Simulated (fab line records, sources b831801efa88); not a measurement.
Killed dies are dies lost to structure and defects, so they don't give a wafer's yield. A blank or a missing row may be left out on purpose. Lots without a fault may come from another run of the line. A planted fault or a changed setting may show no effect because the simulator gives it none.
One fault seen from 2 desks | flow sky130 | each desk has only its own numbers; what lay behind them comes last

THE METROLOGY DESK
What the gauges read, lot by lot, whatever tool the lot ran on: means of the sampled wafers that have a number. A lot is out of limits, marked OUT, if its mean lies more than 4 standard deviations from the usual mean; the brackets give that distance.
Columns: A = VIA2_BOW at SKY_VIA2_BOW_MEAS_03, usual 87 um
lot  | first seen here | A
L991 | day 35 18:40    | 86
L992 | day 35 20:47    | 88
L993 | day 35 21:44    | 88
L996 | day 36 19:02    | 85
L997 | day 37 01:30    | 72
L998 | day 37 10:48    | 88
L999 | day 37 19:46    | 82
L100 | day 38 01:54    | 94
L105 | day 39 11:19    | 83
L106 | day 39 17:33    | 87
L107 | day 40 04:04    | 93
L110 | day 41 06:02    | 90
L112 | day 42 04:21    | 92
L113 | day 42 04:28    | 80
L114 | day 42 20:02    | 90
This desk's finding: nothing out of limits on any of the 15 lots.

THE TOOL OWNER'S DESK: iline_stepper-02
The tool's own readings at SKY_VT_ADJUST_HVTP_EXPOSE_04 (exposes mask HVTPM, target cd 380 nm): means of the sampled wafers that have a number, for each lot that ran on this tool. A lot is out of limits, marked OUT, if its mean lies more than 4 standard deviations from the usual mean; the brackets give that distance.
Columns: A = exposure_dose_mJ_cm2 at SKY_VT_ADJUST_HVTP_EXPOSE_04, usual 140.7; B = focus_offset_nm at SKY_VT_ADJUST_HVTP_EXPOSE_04, usual 0.1 nm
lot  | first seen here | A     | B
L991 | day 5 23:10     | 141.3 | -0.5
L992 | day 6 00:55     | 141.3 | -0.6
L993 | day 6 05:51     | 141.2 | 0.5
L997 | day 7 05:04     | 141.2 | 0.2
L105 | day 9 06:13     | 141.3 | 0.3
L106 | day 9 14:08     | 141.3 | 0.1
L107 | day 9 19:15     | 141.3 | 0.6
This desk's finding: nothing out of limits on any of the 7 lots.

PUT TOGETHER
The metrology desk saw nothing out of limits.
The tool owner's desk saw nothing out of limits.

WHAT THE SIMULATOR HAD PUT IN
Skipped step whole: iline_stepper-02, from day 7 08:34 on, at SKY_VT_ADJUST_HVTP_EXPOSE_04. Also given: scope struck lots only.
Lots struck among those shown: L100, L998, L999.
